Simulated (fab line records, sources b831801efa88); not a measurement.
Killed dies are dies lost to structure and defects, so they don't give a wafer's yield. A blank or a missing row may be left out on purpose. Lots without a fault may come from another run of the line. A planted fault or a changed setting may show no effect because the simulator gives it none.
fab line records | flow sky130
record lots=10 wafers=30 last_day=50
route steps=708 shown VIA1@479 METAL2@501 VIA2@508 PAD_OPEN@708
lots that met no fault: from a run of the same line without faults
start_h: hours from the record's first day to the start of the lot's first wafer shown | wait_h: hours since the lot's step before | " the same as in the row above | L1.1+2: a row that stands for several wafers | - no value, or no start given | * or withheld: withheld | < > ~ a bound
route shown NAME@n: a module of which the file shows steps, and the number in the route of the first | usual: mean/standard deviation of fault-free wafers | same: alike in all rows | chamber/n: place in a boat | sites: the reading at each site | _std_site: their standard deviation | _edge_site: outer sites' mean less inner sites' | radius_mm: how far each site lies from the wafer's centre | mask NAME#n: copy n | behind: the tool/chamber that last shaped the wafer | hold: why the lot was held/for how many hours/how that ended | device: the transistor (n, p or np) that didn't switch | end of line: the same wafers' tests at the end of the route | a step without rows: its recipe alone | killed: dies lost to structure and defects at the first sort, not the wafer's yield | map: a wafer's dies, x killed, . not, _ none there
set.NAME: the setting as run; set.NAME@STEP: as run at that earlier step | model.NAME: the simulator's own value behind a step, which no gauge read
steps of the route over a sample of lots; a table a step, a row a wafer
services: from which hour (start_h, from the record's first day; less than 0 if before it) a tool's chamber was out of use, for how many hours, and why
## steps
# step SKY_VIA1_CVD_21
# recipe material=W target_thk_nm=270 time_s=80.902 temp_c=400 pressure_torr=40
# usual heater_power_w=830/140
# columns lot.wafer tool chamber start_h wait_h heater_power_w
L677.4 cvd_w-01 0 801.64 0.1 905
L677.5 " 0 " " 889
L677.6 " 1 " " 677
L680.1 cvd_w-02 0 821.96 0.0 1019
L680.4 " 1 " " 772
L680.5 " 1 " " 750
L683.1 cvd_w-01 0 847.81 0.0 901
L683.2 " 1 " " 669
L683.4 " 0 " " 909
L684.1 cvd_w-02 0 869.27 0.0 1044
L684.3 " 0 " " 1067
L684.6 " 0 " " 1049
L687.1 cvd_w-01 1 880.76 0.0 655
L687.5 " 0 " " 883
L687.6 " 1 " " 677
L688.1 cvd_w-01 1 886.03 0.0 679
L688.2 " 0 " " 914
L688.5 " 0 " " 916
L696.1 cvd_w-02 0 938.97 0.0 999
L696.3 " 0 " " 1007
L696.4 " 1 " " 706
L697.2 cvd_w-01 1 945.26 0.0 667
L697.3 " 0 " " 885
L697.5 " 0 " " 901
L698.2 cvd_w-02 1 956.27 0.0 719
L698.3 " 1 " " 711
L698.5 " 0 " " 1076
L699.1 cvd_w-02 1 964.13 0.0 710
L699.5 " 1 " " 741
L699.6 " 0 " " 1013
# step SKY_METAL2_ETCH_18
# recipe chemistry=N2/H2 target=BARC ion_energy_ev=200 bias_w=100 pressure_mtorr=30 n2_flow_sccm=100 h2_flow_sccm=200 icp_w=500 stop_on=SiO2 time_s=45.9 target_depth_a=600
# usual bias_w=100.0/0.32 drypump_motor_current_A=5.7/0.54 n2_flow_sccm=100.0/0.3 oes_product_au=0.854/0.0047 throttle_valve_pct=13.224/0.0086
# columns lot.wafer tool chamber start_h wait_h bias_w drypump_motor_current_A n2_flow_sccm oes_product_au rf_hours_counter_h throttle_valve_pct
L677.4 rie_metal-02 0 829.49 0.0 100.3 6.3 99.5 0.850 - 13.206
L677.5 " 1 " " 99.6 5.0 99.6 0.855 - 13.226
L677.6 " 0 " " 99.7 6.3 100.1 0.852 - 13.215
L680.1 rie_metal-03 0 850.15 0.1 100.3 5.4 100.2 0.850 5 13.213
L680.4 " 0 " " 99.9 5.4 100.1 0.854 - 13.244
L680.5 " 0 " " 100.0 5.4 100.2 0.852 - 13.227
L683.1 rie_metal-03 1 874.61 0.0 99.7 6.5 100.4 0.854 1 13.222
L683.2 " 0 " " 99.2 5.4 100.3 0.856 6 13.220
L683.4 " 1 " " 100.0 6.5 100.1 0.858 - 13.220
L684.1 rie_metal-03 0 895.79 0.0 100.0 5.4 99.9 0.846 7 13.222
L684.3 " 0 " " 99.9 5.4 99.7 0.859 - 13.222
L684.6 " 0 " " 100.1 5.4 99.9 0.851 - 13.221
L687.1 rie_metal-03 1 906.39 0.0 99.9 6.5 99.6 0.857 2 13.245
L687.5 " 1 " " 99.9 6.5 100.0 0.856 - 13.219
L687.6 " 0 " " 100.1 5.4 100.7 0.850 - 13.218
L688.1 rie_metal-04 1 912.37 0.1 99.2 5.2 100.2 0.860 1 13.226
L688.2 " 1 " " 99.7 5.2 100.3 0.866 - 13.219
L688.5 " 1 " " 99.5 5.2 100.7 0.855 - 13.221
L696.1 rie_metal-04 1 964.57 0.0 100.6 5.2 100.6 0.852 5 13.226
L696.3 " 0 " " 100.2 5.6 99.8 0.854 - 13.232
L696.4 " 1 " " 100.4 5.2 100.3 0.851 - 13.215
L697.2 rie_metal-02 0 970.22 0.0 100.4 6.3 99.7 0.863 3 13.232
L697.3 " 0 " " 100.1 6.3 99.8 0.857 - 13.226
L697.5 " 1 " " 100.2 5.0 99.6 0.856 - 13.222
L698.2 rie_metal-04 0 980.49 0.0 100.6 5.6 99.9 0.843 3 13.214
L698.3 " 1 " " 99.9 5.2 99.6 0.851 - 13.231
L698.5 " 1 " " 99.7 5.2 99.4 0.852 - 13.212
L699.1 rie_metal-04 0 987.50 0.0 100.0 5.6 100.0 0.859 3 13.234
L699.5 " 1 " " 99.8 5.2 99.9 0.853 - 13.241
L699.6 " 0 " " 99.7 5.6 99.8 0.854 - 13.234
# step SKY_METAL2_METAL_ETCH_19
# recipe target_depth_a=3600 stop_on=SiO2 over_etch_frac=0.3 time_s=78 chemistry=Cl2/BCl3 resist_sidewall_deg=88 pressure_mtorr=10 icp_w=900 bias_w=48.5 Cl2_flow_sccm=60 bcl3_flow_sccm=30
# usual bias_w=48.48/0.13 drypump_motor_current_A=5.7/0.55 oes_product_au=0.855/0.0055 throttle_valve_pct=22.264/0.0091
# columns lot.wafer tool chamber start_h wait_h bias_w drypump_motor_current_A oes_product_au rf_hours_counter_h throttle_valve_pct
L677.4 rie_metal-02 0 829.56 0.1 48.34 6.3 0.851 - 22.271
L677.5 " 1 " " 48.42 5.0 0.858 - 22.268
L677.6 " 0 " " 48.51 6.3 0.846 - 22.281
L680.1 rie_metal-03 0 850.27 0.1 48.43 5.4 0.839 5 22.276
L680.4 " 0 " " 48.58 5.4 0.858 - 22.275
L680.5 " 0 " " 48.51 5.4 0.855 - 22.271
L683.1 rie_metal-03 1 874.68 0.0 48.37 6.5 0.857 1 22.252
L683.2 " 0 " " 48.56 5.4 0.866 7 22.264
L683.4 " 1 " " 48.59 6.5 0.852 - 22.262
L684.1 rie_metal-03 0 895.86 0.0 60.04 5.4 0.854 8 22.277
L684.3 " 0 " " 59.96 5.4 0.852 - 22.260
L684.6 " 0 " " 60.00 5.4 0.854 - 22.270
L687.1 rie_metal-03 1 906.46 0.0 48.49 6.5 0.858 3 22.260
L687.5 " 1 " " 48.61 6.5 0.858 - 22.267
L687.6 " 0 " " 60.27 5.4 0.858 - 22.276
L688.1 rie_metal-04 1 912.50 0.1 48.29 5.2 0.858 1 22.257
L688.2 " 1 " " 48.55 5.2 0.852 - 22.266
L688.5 " 1 " " 48.47 5.2 0.851 - 22.264
L696.1 rie_metal-04 1 964.63 0.0 48.61 5.2 0.860 5 22.267
L696.3 " 0 " " 48.54 5.6 0.858 - 22.264
L696.4 " 1 " " 48.61 5.2 0.854 - 22.253
L697.2 rie_metal-02 0 970.28 0.0 48.50 6.3 0.857 3 22.270
L697.3 " 0 " " 48.57 6.3 0.860 - 22.274
L697.5 " 1 " " 48.31 5.0 0.853 - 22.271
L698.2 rie_metal-04 0 980.56 0.0 48.40 5.6 0.846 3 22.249
L698.3 " 1 " " 48.32 5.2 0.850 - 22.279
L698.5 " 1 " " 48.40 5.2 0.851 - 22.264
L699.1 rie_metal-04 0 987.57 0.0 48.26 5.6 0.854 3 22.272
L699.5 " 1 " " 48.49 5.2 0.841 - 22.266
L699.6 " 0 " " 48.41 5.6 0.861 - 22.256
# step SKY_METAL2_STRIP_20
# recipe chemistry=O2/N2 power_w=1400 pressure_mtorr=1500 platen_temp_c=withheld o2_flow_sccm=3000 n2_flow_sccm=300 overash_fraction=0.5
# usual drypump_motor_current_A=5.6/0.59 n2_flow_sccm=300.0/0.89 oes_product_au=0.343/0.005 strip_time_to_endpoint_s=2.69/0.054
# columns lot.wafer tool chamber start_h wait_h drypump_motor_current_A n2_flow_sccm oes_product_au rf_hours_counter_h strip_time_to_endpoint_s
L677.4 plasma_asher-01 1 829.65 0.1 5.0 299.9 0.336 - 2.67
L677.5 " 1 " " 5.0 300.1 0.349 - 2.80
L677.6 " 0 " " 5.4 299.5 0.340 - 2.68
L680.1 plasma_asher-01 1 850.45 0.1 5.0 300.3 0.339 105 2.59
L680.4 " 0 " " 5.4 300.3 0.340 - 2.61
L680.5 " 1 " " 5.0 301.2 0.341 - 2.68
L683.1 plasma_asher-03 0 874.77 0.1 5.1 299.8 0.337 42 2.58
L683.2 " 1 " " 5.5 299.4 0.340 42 2.65
L683.4 " 1 " " 5.5 300.0 0.345 - 2.59
L684.1 plasma_asher-01 0 895.95 0.1 5.4 299.7 0.339 109 2.45
L684.3 " 0 " " 5.4 300.3 0.330 - 2.44
L684.6 " 1 " " 5.0 299.5 0.336 - 2.46
L687.1 plasma_asher-02 0 906.55 0.1 5.5 299.4 0.335 16 2.59
L687.5 " 0 " " 5.5 299.7 0.337 - 2.61
L687.6 " 1 " " 6.7 300.3 0.340 - 2.45
L688.1 plasma_asher-02 1 912.68 0.1 6.7 299.3 0.349 17 2.73
L688.2 " 0 " " 5.5 299.6 0.343 17 2.78
L688.5 " 1 " " 6.7 300.7 0.330 - 2.72
L696.1 plasma_asher-01 1 964.72 0.1 5.0 299.8 0.345 115 2.69
L696.3 " 0 " " 5.4 299.0 0.346 - 2.69
L696.4 " 1 " " 5.0 301.4 0.347 - 2.68
L697.2 plasma_asher-01 1 970.37 0.1 5.0 299.3 0.338 116 2.73
L697.3 " 0 " " 5.4 301.1 0.347 - 2.77
L697.5 " 1 " " 5.0 299.7 0.340 - 2.79
L698.2 plasma_asher-02 0 980.65 0.1 5.5 299.8 0.348 24 2.69
L698.3 " 0 " " 5.5 300.5 0.339 - 2.70
L698.5 " 1 " " 6.7 300.0 0.339 - 2.64
L699.1 plasma_asher-02 1 987.66 0.1 6.6 298.8 0.336 25 2.70
L699.5 " 0 " " 5.5 300.9 0.345 - 2.71
L699.6 " 1 " " 6.6 298.7 0.353 - 2.69
# step SKY_VIA2_THK_MEAS_01
# recipe reads=SiO2_of_VIA2_HDPCVD_00
# usual VIA2_HDPCVD_THK=1173/17
# columns lot.wafer tool chamber start_h wait_h VIA2_HDPCVD_THK[nm]
L677.4 film_metro-01 - 830.44 0.1 1177
L677.5 " - " " 1175
L677.6 " - " " 1164
L680.1 film_metro-04 - 851.24 0.1 1193
L680.4 " - " " 1176
L680.5 " - " " 1162
L683.1 film_metro-04 - 875.49 0.1 1189
L683.2 " - " " 1179
L683.4 " - " " 1183
L684.1 film_metro-04 - 896.67 0.1 1155
L684.3 " - " " 1147
L684.6 " - " " 1142
L687.1 film_metro-04 - 907.34 0.1 1172
L687.5 " - " " 1147
L687.6 " - " " 1170
L688.1 film_metro-04 - 913.42 0.1 1169
L688.2 " - " " 1191
L688.5 " - " " 1178
L696.1 film_metro-03 - 965.44 0.1 1165
L696.3 " - " " 1179
L696.4 " - " " 1179
L697.2 film_metro-04 - 971.14 0.1 1177
L697.3 " - " " 1196
L697.5 " - " " 1193
L698.2 film_metro-01 - 981.44 0.1 1200
L698.3 " - " " 1184
L698.5 " - " " 1213
L699.1 film_metro-03 - 988.41 0.1 1178
L699.5 " - " " 1196
L699.6 " - " " 1185
# step SKY_PAD_OPEN_PROBE_99
# usual defect_limited_yield=82.4/2 killed_at_M0_to_M3=44/7.9 killed_at_M4_up=3.1/2 killed_at_contacts=23/4.9 killed_at_front_end=15/3.9 killed_at_other=0.2/0.49 killed_dies=86/10 killed_open=47/7.1 killed_short=39/7.1 sort_bin_3_pad_short=0.9/0.41 sort_bin_5_function=10.4/1.5 sort_bin_6_memory=6.3/1 sort_n_pass=406/10 sort_yield_pct=82.4/2
# same gross_dies=492 killed_at_back_side=0 sort_bin_4_leakage[%]=0 sort_bin_8_speed[%]=0
# columns lot.wafer tool chamber start_h wait_h defect_limited_yield[%] killed_at_M0_to_M3 killed_at_M4_up killed_at_contacts killed_at_front_end killed_at_other killed_dies killed_open killed_short sort_bin_3_pad_short[%] sort_bin_5_function[%] sort_bin_6_memory[%] sort_n_pass sort_yield_pct[%]
L677.4 prober-01 - 1082.63 0.2 84.6 29 5 22 19 1 76 49 24 0.6 8.7 6.1 416 84.6
L677.5 prober-01 - 1082.68 0.2 82.1 45 2 23 17 1 88 47 41 1.4 9.8 6.7 404 82.1
L677.6 prober-01 - 1082.73 0.2 85.2 32 7 16 18 0 73 31 42 1.0 7.1 6.7 419 85.2
L683.1 prober-01 - 1117.27 0.1 83.9 39 2 22 16 0 79 43 36 1.0 8.5 6.5 413 83.9
L683.2 prober-01 - 1117.32 0.1 79.3 60 3 26 13 0 102 49 53 0.8 14.0 5.9 390 79.3
L683.4 prober-01 - 1117.42 0.2 82.3 44 0 24 19 0 87 49 38 0.8 9.6 7.3 405 82.3
L684.1 prober-01 - 1135.01 0.1 81.3 49 2 24 17 0 92 48 44 0.4 11.2 7.1 400 81.3
L684.3 prober-01 - 1135.11 0.2 79.9 50 3 24 22 0 99 50 49 1.0 11.8 7.3 393 79.9
L684.6 prober-01 - 1135.26 0.2 83.3 47 3 22 10 0 82 49 33 0.6 10.4 5.7 410 83.3
L687.1 prober-01 - 1142.82 0.1 82.9 45 3 24 11 1 84 46 37 1.2 9.6 6.3 408 82.9
L687.5 prober-01 - 1143.02 0.2 81.9 44 5 24 16 0 89 44 44 1.4 11.8 4.9 403 81.9
L687.6 prober-01 - 1143.07 0.2 84.1 39 0 23 16 0 78 52 26 0.8 10.2 4.9 414 84.1
L697.2 prober-01 - 1186.37 0.1 83.5 39 5 20 17 0 81 46 35 1.0 10.4 5.1 411 83.5
L697.3 prober-01 - 1186.42 0.2 86.0 36 0 21 11 1 69 41 28 0.4 9.3 4.3 423 86.0
L697.5 prober-01 - 1186.52 0.2 83.9 38 2 17 21 1 79 44 34 1.6 8.9 5.5 413 83.9
L698.2 prober-02 - 1195.60 0.1 79.9 46 2 39 12 0 99 50 49 1.4 11.6 7.1 393 79.9
L698.3 prober-02 - 1195.65 0.2 79.5 44 0 41 16 0 101 59 42 0.4 12.8 7.3 391 79.5
L698.5 prober-02 - 1195.75 0.2 86.2 30 4 20 14 0 68 34 34 0.4 9.3 4.1 424 86.2
L699.1 prober-01 - 1199.52 0.1 82.1 50 5 24 9 0 88 45 42 0.8 11.0 6.1 404 82.1
L699.5 prober-01 - 1199.72 0.2 82.5 45 1 24 15 1 86 39 47 1.2 9.8 6.5 406 82.5
L699.6 prober-01 - 1199.77 0.2 84.8 42 2 20 11 0 75 33 40 0.4 9.6 5.3 417 84.8
# killed by level:class
L677.4 VIA1:geometric_particle:open=10 VIA2:geometric_particle:open=9 FIELD_ISO:geometric_particle:open=7 CONTACT:geometric_particle:open=7 LI_CONTACT:geometric_particle:open=6 LOCAL_INTERCONNECT:geometric_particle:short=4 POLY_GATE:geometric_particle:short=3 CONTACT:geometric_particle:short=3
L677.5 VIA2:geometric_particle:open=11 VIA1:geometric_particle:open=9 VIA3:geometric_particle:open=7 CONTACT:geometric_particle:short=7 VIA1:geometric_particle:short=6 FIELD_ISO:geometric_particle:short=5 LOCAL_INTERCONNECT:geometric_particle:short=5 LI_CONTACT:geometric_particle:open=4
L677.6 VIA1:geometric_particle:short=8 VIA1:geometric_particle:open=7 METAL4:geometric_particle:short=6 FIELD_ISO:geometric_particle:open=5 LOCAL_INTERCONNECT:geometric_particle:short=5 FIELD_ISO:geometric_particle:short=4 LI_CONTACT:geometric_particle:short=4 LI_CONTACT:geometric_particle:open=4
L683.1 CONTACT:geometric_particle:open=10 VIA1:geometric_particle:open=10 VIA3:geometric_particle:open=6 POLY_GATE:geometric_particle:short=5 LI_CONTACT:geometric_particle:open=5 VIA2:geometric_particle:open=5 METAL1:geometric_particle:short=5 LOCAL_INTERCONNECT:geometric_particle:short=4
L683.2 CONTACT:geometric_particle:open=15 METAL1:geometric_particle:short=13 VIA1:geometric_particle:open=13 VIA1:geometric_particle:short=7 METAL3:geometric_particle:short=6 VIA3:geometric_particle:open=6 METAL2:geometric_particle:short=5 CONTACT:geometric_particle:short=4
L683.4 CONTACT:geometric_particle:open=10 METAL2:geometric_particle:short=9 LI_CONTACT:geometric_particle:open=7 VIA2:geometric_particle:open=6 VIA3:geometric_particle:open=6 METAL1:geometric_particle:short=5 VIA1:geometric_particle:open=5 FIELD_ISO:geometric_particle:short=4
L684.1 VIA2:geometric_particle:open=11 CONTACT:geometric_particle:open=10 METAL2:geometric_particle:short=8 VIA1:geometric_particle:open=8 POLY_GATE:geometric_particle:short=5 LI_CONTACT:geometric_particle:open=5 CONTACT:geometric_particle:short=5 VIA1:geometric_particle:short=5
L684.3 VIA1:geometric_particle:open=14 VIA1:geometric_particle:short=8 CONTACT:geometric_particle:open=7 METAL1:geometric_particle:short=6 POLY_GATE:geometric_particle:short=5 LI_CONTACT:geometric_particle:open=5 LOCAL_INTERCONNECT:geometric_particle:short=5 CONTACT:geometric_particle:short=5
L684.6 VIA1:geometric_particle:open=15 CONTACT:geometric_particle:open=11 VIA2:geometric_particle:open=7 VIA3:geometric_particle:short=5 VIA3:geometric_particle:open=5 METAL1:geometric_particle:short=4 VIA1:geometric_particle:short=4 FIELD_ISO:geometric_particle:open=3
L687.1 CONTACT:geometric_particle:open=10 VIA1:geometric_particle:open=10 VIA3:geometric_particle:open=10 LI_CONTACT:geometric_particle:open=6 METAL1:geometric_particle:short=6 CONTACT:geometric_particle:short=5 VIA1:geometric_particle:short=5 FIELD_ISO:geometric_particle:open=4
L687.5 VIA1:geometric_particle:open=12 CONTACT:geometric_particle:short=8 VIA1:geometric_particle:short=8 FIELD_ISO:geometric_particle:short=7 CONTACT:geometric_particle:open=7 FIELD_ISO:geometric_particle:open=6 VIA3:geometric_particle:short=5 VIA3:geometric_particle:open=5
L687.6 VIA3:geometric_particle:open=10 VIA1:geometric_particle:open=9 CONTACT:geometric_particle:open=8 FIELD_ISO:geometric_particle:open=7 CONTACT:geometric_particle:short=5 LI_CONTACT:geometric_particle:open=4 METAL1:geometric_particle:short=4 METAL2:geometric_particle:short=4
L697.2 VIA3:geometric_particle:open=11 CONTACT:geometric_particle:open=8 VIA1:geometric_particle:open=7 VIA2:geometric_particle:open=6 LOCAL_INTERCONNECT:geometric_particle:short=5 POLY_GATE:geometric_particle:short=4 SPACER:geometric_particle:short=4 METAL1:geometric_particle:short=4
L697.3 VIA1:geometric_particle:open=8 METAL2:geometric_particle:short=8 CONTACT:geometric_particle:open=7 LI_CONTACT:geometric_particle:open=7 VIA3:geometric_particle:open=5 POLY_GATE:geometric_particle:open=4 POLY_GATE:geometric_particle:short=4 VIA2:geometric_particle:open=4
L697.5 VIA1:geometric_particle:open=13 CONTACT:geometric_particle:open=7 FIELD_ISO:geometric_particle:open=6 METAL1:geometric_particle:short=6 POLY_GATE:geometric_particle:open=5 METAL3:geometric_particle:short=5 FIELD_ISO:geometric_particle:short=4 LI_CONTACT:geometric_particle:open=4
L698.2 CONTACT:geometric_particle:open=12 LI_CONTACT:geometric_particle:open=9 VIA1:geometric_particle:open=8 LOCAL_INTERCONNECT:geometric_particle:short=7 VIA2:geometric_particle:open=7 POLY_GATE:geometric_particle:short=6 LI_CONTACT:geometric_particle:short=6 METAL2:geometric_particle:short=6
L698.3 VIA1:geometric_particle:open=14 LI_CONTACT:geometric_particle:open=13 CONTACT:geometric_particle:open=12 CONTACT:geometric_particle:short=8 METAL1:geometric_particle:short=6 VIA3:geometric_particle:open=6 LOCAL_INTERCONNECT:geometric_particle:short=5 VIA1:geometric_particle:short=5
L698.5 VIA1:geometric_particle:short=7 CONTACT:geometric_particle:open=7 VIA1:geometric_particle:open=7 FIELD_ISO:geometric_particle:short=6 LI_CONTACT:geometric_particle:open=6 POLY_GATE:geometric_particle:open=3 LOCAL_INTERCONNECT:geometric_particle:short=3 VIA3:geometric_particle:open=3
L699.1 VIA1:geometric_particle:open=14 LI_CONTACT:geometric_particle:open=9 VIA2:geometric_particle:open=6 VIA3:geometric_particle:open=6 VIA1:geometric_particle:short=5 FIELD_ISO:geometric_particle:short=4 LOCAL_INTERCONNECT:geometric_particle:short=4 CONTACT:geometric_particle:short=4
L699.5 VIA1:geometric_particle:open=7 METAL2:geometric_particle:short=7 VIA3:geometric_particle:open=7 LI_CONTACT:geometric_particle:short=6 LOCAL_INTERCONNECT:geometric_particle:short=6 CONTACT:geometric_particle:open=6 VIA3:geometric_particle:short=5 METAL1:geometric_particle:short=4
L699.6 VIA1:geometric_particle:open=8 VIA2:geometric_particle:open=6 CONTACT:geometric_particle:open=6 CONTACT:geometric_particle:short=5 METAL3:geometric_particle:short=4 LI_CONTACT:geometric_particle:open=4 LOCAL_INTERCONNECT:geometric_particle:short=4 VIA1:geometric_particle:short=4
## services
# columns tool chamber start_h hours kind
cvd_w-01 1 792.14 3.0 repair
plasma_asher-02 - 811.35 2.1 repair
plasma_asher-01 - 820.31 2.0 repair
cvd_w-02 - 820.79 0.7 repair
plasma_asher-02 - 829.08 2.8 pm
plasma_asher-01 - 834.80 14.6 pm
rie_metal-03 1 837.10 - clean
rie_metal-03 1 837.10 15.9 scheduled_down
rie_metal-03 1 837.10 15.9 vent_cycle
rie_metal-04 - 837.54 0.8 repair
plasma_asher-03 - 844.01 4.3 pm
plasma_asher-01 - 852.59 2.1 repair
rie_metal-04 1 874.65 - clean
rie_metal-04 1 874.65 17.0 scheduled_down
rie_metal-04 1 874.65 17.0 vent_cycle
plasma_asher-03 - 902.45 6.4 repair
cvd_w-02 - 904.00 14.0 pm
rie_metal-04 0 904.65 - clean
rie_metal-04 0 904.65 23.5 scheduled_down
plasma_asher-01 - 906.77 7.5 repair
plasma_asher-01 - 939.32 2.8 pm
rie_metal-02 - 949.20 0.2 repair
rie_metal-02 0 963.72 2.1 repair
plasma_asher-01 - 984.38 5.7 repair
## key
first_sign step=SKY_METAL2_METAL_ETCH_19 reading=bias_w direction=up sigmas=88 usual=48.48 struck=60.07
effect step=SKY_METAL2_STRIP_20 reading=strip_time_to_endpoint_s direction=down sigmas=4.3 usual=* struck=*
met_at SKY_METAL2_METAL_ETCH_19
struck_lots L684,L687
struck_wafers L684.1,L684.3,L684.6,L687.6
not_acting_at SKY_VIA1_CVD_21,SKY_METAL2_ETCH_18,SKY_VIA2_THK_MEAS_01
onset_between 874.68 895.86
fault kind=process_parameter_drift tool=rie_metal-03 chamber=0 onset_h=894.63 steps=SKY_METAL2_METAL_ETCH_19 channel=bias_w offset=11.588 shape=step end_h=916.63 acts_in=these_recipes_only stated=48.5
